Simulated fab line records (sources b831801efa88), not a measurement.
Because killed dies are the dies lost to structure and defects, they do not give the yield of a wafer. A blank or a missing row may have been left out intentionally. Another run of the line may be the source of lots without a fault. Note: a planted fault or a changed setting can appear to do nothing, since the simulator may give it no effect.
Chamber matching    flow sky130    SKY_VIA4_CMP_21 on cmp-02: 4 sister chambers
The step polishes, stops on SiO2, t overpolish 25 s, target thk 0 nm. 8 wafers are shown with their chamber, then 9 later ones without.

WAFERS WITH THEIR CHAMBER
wafer   chamber  motor-current-A (A)  time-to-endpoint-s (s)
L840.2  0        10.5                 121
L840.3  2        11.3                 128
L844.2  2        10.8                 121
L844.5  3        11.9                 121
L845.3  1        11.0                 121
L845.5  0        10.3                 125
L845.6  1        10.6                 121
L846.5  3        12.4                 111

WAFERS MISSING THEIR CHAMBER
wafer   motor-current-A (A)  time-to-endpoint-s (s)
L846.6  10.6                 108
L848.1  10.5                 108
L848.3  12.3                 107
L849.1  10.0                 127
L849.3  10.7                 122
L849.5  10.1                 123
L856.4  11.8                 129
L856.5  10.5                 124
L856.6  10.6                 132

WHICH CHAMBER EACH ONE RAN IN
wafer   from the rows above           in truth
L846.6  can't be placed: 1 or 0 or 2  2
L848.1  can't be placed: 1 or 0 or 2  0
L848.3  3                             3
L849.1  can't be placed: 0 or 1 or 2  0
L849.3  can't be placed: 1 or 0 or 2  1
L849.5  can't be placed: 0 or 1       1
L856.4  can't be placed: 2 or 3 or 1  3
L856.5  can't be placed: 0 or 1 or 2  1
L856.6  can't be placed: 0 or 2 or 1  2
Placed correctly: 1 of 9. Not placeable from these rows: 8 (in 8, the candidates include the true chamber). Placed wrongly: 0.
How it was worked out, from the rows above alone: a wafer's distance from a chamber is the root of the sum, over the readings, of the square of ((its reading less the chamber's mean) divided by the reading's scatter). If the next closest chamber is less than 2 further off than the closest, the wafer can't be placed; otherwise it belongs to the closest. For every chamber, the mean is computed from those of its wafers that are shown. How the scatter is found: for the shown wafers, subtract from each reading the mean of its chamber, square and add these, divide the total by (wafers less chambers), then take the root.
